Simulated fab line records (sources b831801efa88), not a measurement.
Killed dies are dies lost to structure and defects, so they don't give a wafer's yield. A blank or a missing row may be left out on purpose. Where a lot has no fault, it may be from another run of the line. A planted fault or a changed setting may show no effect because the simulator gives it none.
fab line records    flow sky130
record: lots: 15  wafers: 45  last-day: 50
route steps=708 shown POLY_CUT@315 RES_XHIGH@336 SD_N@350
lots with no fault: from the same line, run without faults
start-h: start of the lot's first displayed wafer, in hours after the record's first day    wait-h: how many hours have passed since the lot's step before this one    " as in the row above    L1.1+2: one row covering several wafers at once    - no value present, or no start provided    * or withheld: withheld    < > ~ a bound
route shown NAME@n: a module of which the file shows steps, and the number in the route of the first    usual: average and standard deviation across the fault-free wafers    same: alike in all rows    chamber/n: place in a boat    sites: the reading at each site    _std_site: their standard deviation    _edge_site: mean of outer sites minus mean of inner sites    radius-mm: how far each site lies from the wafer's centre    mask NAME#n: copy n    behind: tool/chamber where the wafer was last shaped    hold: why the lot was held/for how many hours/how that ended    device: names the non-switching transistor (n, p or np)    end of line: the same wafers' tests at the end of the route    a step without rows: its recipe alone    killed: the dies lost at the first sort to structure and to defects; this is not the yield of the wafer    map: dies across one wafer; x = killed, . = not, _ = none there
set.NAME: the setting as run; set.NAME@STEP: as run at that earlier step    model.NAME: the simulator's own value behind a step, which no gauge read
a sample of lots followed through the steps of the route, with each step as a table and each wafer as a row
services: a tool's chamber out of use, with start hour (start-h, from the record's first day; less than 0 if before it), hours out, and reason
== steps ==
step: SKY_POLY_CUT_CD_MEAS_08
recipe: target-cd-nm: 270
usual: cd-nm: 270.7/1.4
lot.wafer  tool       chamber  start-h  wait-h  cd-nm
L546.3     cd-sem-02  -        552.04   -       269.0
L546.4     "          -        "        "       267.8
L546.6     "          -        "        "       268.6
L547.2     cd-sem-01  -        566.00   -       270.5
L547.4     "          -        "        "       270.5
L547.5     "          -        "        "       270.1
L548.3     cd-sem-01  -        573.14   -       271.0
L548.5     "          -        "        "       270.4
L548.6     "          -        "        "       270.9
L549.1     cd-sem-01  -        581.10   -       270.7
L549.4     "          -        "        "       270.3
L549.6     "          -        "        "       270.2
L550.1     cd-sem-02  -        595.53   -       271.4
L550.3     "          -        "        "       271.8
L550.4     "          -        "        "       272.7
L554.3     cd-sem-01  -        627.89   -       269.8
L554.4     "          -        "        "       268.8
L554.6     "          -        "        "       270.9
L555.3     cd-sem-02  -        633.84   -       270.0
L555.5     "          -        "        "       269.1
L555.6     "          -        "        "       269.8
L556.2     cd-sem-02  -        652.55   -       272.0
L556.3     "          -        "        "       272.1
L556.6     "          -        "        "       272.7
L560.3     cd-sem-02  -        671.22   -       269.9
L560.5     "          -        "        "       271.6
L560.6     "          -        "        "       271.1
L561.3     cd-sem-02  -        685.57   -       271.2
L561.5     "          -        "        "       271.9
L561.6     "          -        "        "       269.1
L562.1     cd-sem-01  -        691.23   -       269.2
L562.4     "          -        "        "       269.4
L562.5     "          -        "        "       269.3
L563.1     cd-sem-01  -        709.39   -       270.3
L563.2     "          -        "        "       270.2
L563.4     "          -        "        "       270.0
L565.1     cd-sem-01  -        715.39   -       270.2
L565.2     "          -        "        "       270.3
L565.6     "          -        "        "       269.6
L567.1     cd-sem-02  -        726.25   -       272.5
L567.4     "          -        "        "       273.4
L567.6     "          -        "        "       272.4
L569.2     cd-sem-01  -        737.67   -       272.5
L569.5     "          -        "        "       272.9
L569.6     "          -        "        "       272.9
step: SKY_RES_XHIGH_EXPOSE_04
recipe: mask-id: URPM  na: 0.6  source-shape: conventional  sigma-outer: 0.6  polarization: unpolarized  target-cd-nm: 1270  dose-mj: 140
usual: exposure-dose-mJ-cm2: 140.00/0.16  focus-offset-nm: 0.0/0.48  stage-vel-mm-s: 499.96/0.26
lot.wafer  tool              chamber  start-h  wait-h  mask    exposure-dose-mJ-cm2  focus-offset-nm  stage-vel-mm-s
L546.3     iline-stepper-01  0        597.79   -       URPM#0  139.92                1.0              500.09
L546.4     "                 0        "        "       URPM#0  140.16                0.2              500.20
L546.6     "                 0        "        "       URPM#0  140.03                -0.6             499.88
L547.2     iline-stepper-01  0        610.16   -       URPM#0  139.98                0.0              499.74
L547.4     "                 0        "        "       URPM#0  140.04                -0.1             500.18
L547.5     "                 0        "        "       URPM#0  139.89                0.2              500.07
L548.3     iline-stepper-01  0        617.22   -       URPM#0  140.12                -0.8             499.95
L548.5     "                 0        "        "       URPM#0  139.84                -0.9             499.46
L548.6     "                 0        "        "       URPM#0  139.97                -0.6             499.56
L549.1     iline-stepper-01  0        625.44   -       URPM#0  139.99                -0.3             499.46
L549.4     "                 0        "        "       URPM#0  140.06                0.4              499.54
L549.6     "                 0        "        "       URPM#0  140.00                -0.4             499.82
L550.1     iline-stepper-01  0        639.09   -       URPM#0  140.15                0.3              499.94
L550.3     "                 0        "        "       URPM#0  139.96                0.9              499.58
L550.4     "                 0        "        "       URPM#0  139.91                0.7              499.70
L554.3     iline-stepper-02  -        671.10   -       URPM#0  -                     -                -
L554.4     "                 -        "        "       URPM#0  -                     -                -
L554.6     "                 -        "        "       URPM#0  -                     -                -
L555.3     iline-stepper-02  -        676.88   -       URPM#0  -                     -                -
L555.5     "                 -        "        "       URPM#0  -                     -                -
L555.6     "                 -        "        "       URPM#0  -                     -                -
L556.2     iline-stepper-01  -        695.09   -       URPM#0  -                     -                -
L556.3     "                 -        "        "       URPM#0  -                     -                -
L556.6     "                 -        "        "       URPM#0  -                     -                -
L560.3     iline-stepper-02  0        714.48   -       URPM#0  139.88                -0.2             499.84
L560.5     "                 0        "        "       URPM#0  139.67                -0.2             500.43
L560.6     "                 0        "        "       URPM#0  139.75                0.6              500.36
L561.3     iline-stepper-01  0        727.90   -       URPM#0  140.12                -0.4             500.42
L561.5     "                 0        "        "       URPM#0  140.01                -0.3             500.23
L561.6     "                 0        "        "       URPM#0  139.96                0.3              499.98
L562.1     iline-stepper-01  0        732.95   -       URPM#0  139.94                -0.9             499.48
L562.4     "                 0        "        "       URPM#0  140.16                0.1              499.74
L562.5     "                 0        "        "       URPM#0  140.11                -0.7             499.89
L563.1     iline-stepper-01  0        750.90   -       URPM#0  139.88                -0.4             499.70
L563.2     "                 0        "        "       URPM#0  140.05                -0.4             500.14
L563.4     "                 0        "        "       URPM#0  140.09                -0.3             500.11
L565.1     iline-stepper-01  0        757.23   -       URPM#0  139.94                -0.1             500.50
L565.2     "                 0        "        "       URPM#0  139.90                -0.2             500.00
L565.6     "                 0        "        "       URPM#0  140.10                -0.3             500.11
L567.1     iline-stepper-01  0        766.90   -       URPM#0  140.01                0.8              499.82
L567.4     "                 0        "        "       URPM#0  140.09                -0.3             500.22
L567.6     "                 0        "        "       URPM#0  139.73                0.4              499.93
L569.2     iline-stepper-02  0        778.81   -       URPM#0  139.97                0.6              499.76
L569.5     "                 0        "        "       URPM#0  140.07                0.3              499.95
L569.6     "                 0        "        "       URPM#0  139.87                0.8              500.00
step: SKY_RES_XHIGH_TW_MEAS_09
usual: RES_XHIGH_TW: 1635/12
lot.wafer  tool           chamber  start-h  wait-h  RES_XHIGH_TW
L546.3     film-metro-03  -        611.35   0.1     1661
L546.4     "              -        "        "       1655
L546.6     "              -        "        "       1647
L547.2     film-metro-02  -        625.10   0.1     1623
L547.4     "              -        "        "       1633
L547.5     "              -        "        "       1629
L548.3     film-metro-02  -        631.88   0.1     1631
L548.5     "              -        "        "       1635
L548.6     "              -        "        "       1634
L549.1     film-metro-03  -        639.93   0.1     1648
L549.4     "              -        "        "       1657
L549.6     "              -        "        "       1653
L550.1     film-metro-02  -        653.79   0.1     1619
L550.3     "              -        "        "       1627
L550.4     "              -        "        "       1632
L554.3     film-metro-02  -        685.41   0.1     30
L554.4     "              -        "        "       30
L554.6     "              -        "        "       30
L555.3     film-metro-03  -        690.66   0.1     30
L555.5     "              -        "        "       30
L555.6     "              -        "        "       30
L556.2     film-metro-04  -        709.44   0.1     30
L556.3     "              -        "        "       30
L556.6     "              -        "        "       30
L560.3     film-metro-03  -        727.97   0.1     1623
L560.5     "              -        "        "       1637
L560.6     "              -        "        "       1625
L561.3     film-metro-04  -        741.47   0.1     1625
L561.5     "              -        "        "       1623
L561.6     "              -        "        "       1637
L562.1     film-metro-04  -        746.79   0.1     1614
L562.4     "              -        "        "       1619
L562.5     "              -        "        "       1621
L563.1     film-metro-04  -        764.20   0.1     1614
L563.2     "              -        "        "       1625
L563.4     "              -        "        "       1616
L565.1     film-metro-02  -        773.84   0.1     1630
L565.2     "              -        "        "       1627
L565.6     "              -        "        "       1638
L567.1     film-metro-04  -        779.78   0.1     1629
L567.4     "              -        "        "       1626
L567.6     "              -        "        "       1638
L569.2     film-metro-02  -        790.69   0.1     1632
L569.5     "              -        "        "       1635
L569.6     "              -        "        "       1635
step: SKY_SD_N_OVL_MEAS_08
usual: SD_N_OVL: -0.2/1.5
lot.wafer  tool        chamber  start-h  wait-h  SD_N_OVL[nm]
L546.3     overlay-01  -        640.42   0.1     0.9
L546.4     "           -        "        "       -1.7
L546.6     "           -        "        "       1.0
L547.2     overlay-01  -        654.12   0.1     -0.4
L547.4     "           -        "        "       1.5
L547.5     "           -        "        "       0.7
L548.3     overlay-01  -        660.22   0.1     0.1
L548.5     "           -        "        "       -0.1
L548.6     "           -        "        "       -2.5
L549.1     overlay-01  -        668.36   0.1     -3.4
L549.4     "           -        "        "       -2.9
L549.6     "           -        "        "       -1.6
L550.1     overlay-02  -        681.87   0.1     2.5
L550.3     "           -        "        "       -0.7
L550.4     "           -        "        "       1.1
L554.3     overlay-02  -        713.12   0.1     -1.0
L554.4     "           -        "        "       1.0
L554.6     "           -        "        "       -0.6
L555.3     overlay-01  -        718.27   0.1     -1.6
L555.5     "           -        "        "       0.6
L555.6     "           -        "        "       -1.3
L556.2     overlay-01  -        736.88   0.1     -0.8
L556.3     "           -        "        "       -0.7
L556.6     "           -        "        "       -1.2
L560.3     overlay-02  -        755.27   0.1     2.0
L560.5     "           -        "        "       2.9
L560.6     "           -        "        "       1.7
L561.3     overlay-02  -        767.67   0.1     0.7
L561.5     "           -        "        "       -0.4
L561.6     "           -        "        "       -0.8
L562.1     overlay-02  -        773.51   0.1     -0.6
L562.4     "           -        "        "       0.8
L562.5     "           -        "        "       1.8
L563.1     overlay-02  -        790.11   0.1     -0.6
L563.2     "           -        "        "       1.7
L563.4     "           -        "        "       1.1
L565.1     overlay-01  -        799.52   0.1     -3.0
L565.2     "           -        "        "       -3.8
L565.6     "           -        "        "       -2.3
L567.1     overlay-02  -        804.76   0.1     0.8
L567.4     "           -        "        "       -0.6
L567.6     "           -        "        "       0.5
L569.2     overlay-02  -        817.18   0.1     -0.8
L569.5     "           -        "        "       0.3
L569.6     "           -        "        "       -0.4
step: SKY_SD_N_TW_MEAS_12
usual: SD_N_TW: 3965/32
lot.wafer  tool           chamber  start-h  wait-h  SD_N_TW
L546.3     film-metro-04  -        640.87   0.1     3938
L546.4     "              -        "        "       3939
L546.6     "              -        "        "       3946
L547.2     film-metro-03  -        654.56   0.1     4046
L547.4     "              -        "        "       4001
L547.5     "              -        "        "       4022
L548.3     film-metro-02  -        660.67   0.1     3956
L548.5     "              -        "        "       3942
L548.6     "              -        "        "       3957
L549.1     film-metro-04  -        668.80   0.1     3964
L549.4     "              -        "        "       3950
L549.6     "              -        "        "       3963
L550.1     film-metro-03  -        682.31   0.1     4020
L550.3     "              -        "        "       4016
L550.4     "              -        "        "       4007
L554.3     film-metro-03  -        713.57   0.1     3948
L554.4     "              -        "        "       3936
L554.6     "              -        "        "       3962
L555.3     film-metro-02  -        718.72   0.1     3981
L555.5     "              -        "        "       3975
L555.6     "              -        "        "       3977
L556.2     film-metro-03  -        737.32   0.1     3990
L556.3     "              -        "        "       3970
L556.6     "              -        "        "       3963
L560.3     film-metro-04  -        755.72   0.1     3909
L560.5     "              -        "        "       3902
L560.6     "              -        "        "       3899
L561.3     film-metro-04  -        768.12   0.1     3931
L561.5     "              -        "        "       3921
L561.6     "              -        "        "       3925
L562.1     film-metro-03  -        773.95   0.1     3991
L562.4     "              -        "        "       3999
L562.5     "              -        "        "       4000
L563.1     film-metro-03  -        790.55   0.1     3979
L563.2     "              -        "        "       3977
L563.4     "              -        "        "       4008
L565.1     film-metro-04  -        799.96   0.1     3931
L565.2     "              -        "        "       3936
L565.6     "              -        "        "       3929
L567.1     film-metro-02  -        805.20   0.1     3968
L567.4     "              -        "        "       3963
L567.6     "              -        "        "       3971
L569.2     film-metro-02  -        817.62   0.1     3924
L569.5     "              -        "        "       3920
L569.6     "              -        "        "       3930
== services ==
tool              chamber  start-h  hours  kind
iline-stepper-02  -        605.23   1.7    pm
iline-stepper-02  -        686.16   6.8    repair
iline-stepper-01  0        690.79   -      calibration
iline-stepper-02  0        696.96   -      calibration
iline-stepper-02  -        698.86   4.4    pm
iline-stepper-01  -        724.74   1.7    pm
iline-stepper-01  -        738.27   4.4    repair
== key ==
first-sign: step: SKY_RES_XHIGH_EXPOSE_04  reading: tool-record  direction: missing
effect: step: SKY_RES_XHIGH_TW_MEAS_09  reading: RES_XHIGH_TW  direction: down  sigmas: 99+  usual: 1635  struck: 30
met-at SKY_RES_XHIGH_EXPOSE_04
struck-lots L554,L555,L556
sort-left-out L554.3,L554.4,L554.6,L555.3,L555.5,L555.6,L556.2,L556.3,L556.6
tester-left-out L554,L555,L556
not-acting-at SKY_POLY_CUT_CD_MEAS_08,SKY_SD_N_OVL_MEAS_08,SKY_SD_N_TW_MEAS_12
onset-between 639.09 671.10
fault: kind: skipped-step-whole  tool: iline-stepper-01,iline-stepper-02  chamber: -  onset-h: 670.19  steps: SKY_RES_XHIGH_EXPOSE_04  scope: struck-lots-only
tester-left-out: of these lots the tester's yield and bins aren't shown, on N5 and GAA mostly nor the transistor test; their killed dies are dies lost to structure and defects alone, not to doping, threshold or leakage, so they don't give the yield
sort-left-out: the simulated sort isn't trusted on such a fault, so these wafers' sort isn't shown, and their yield isn't known
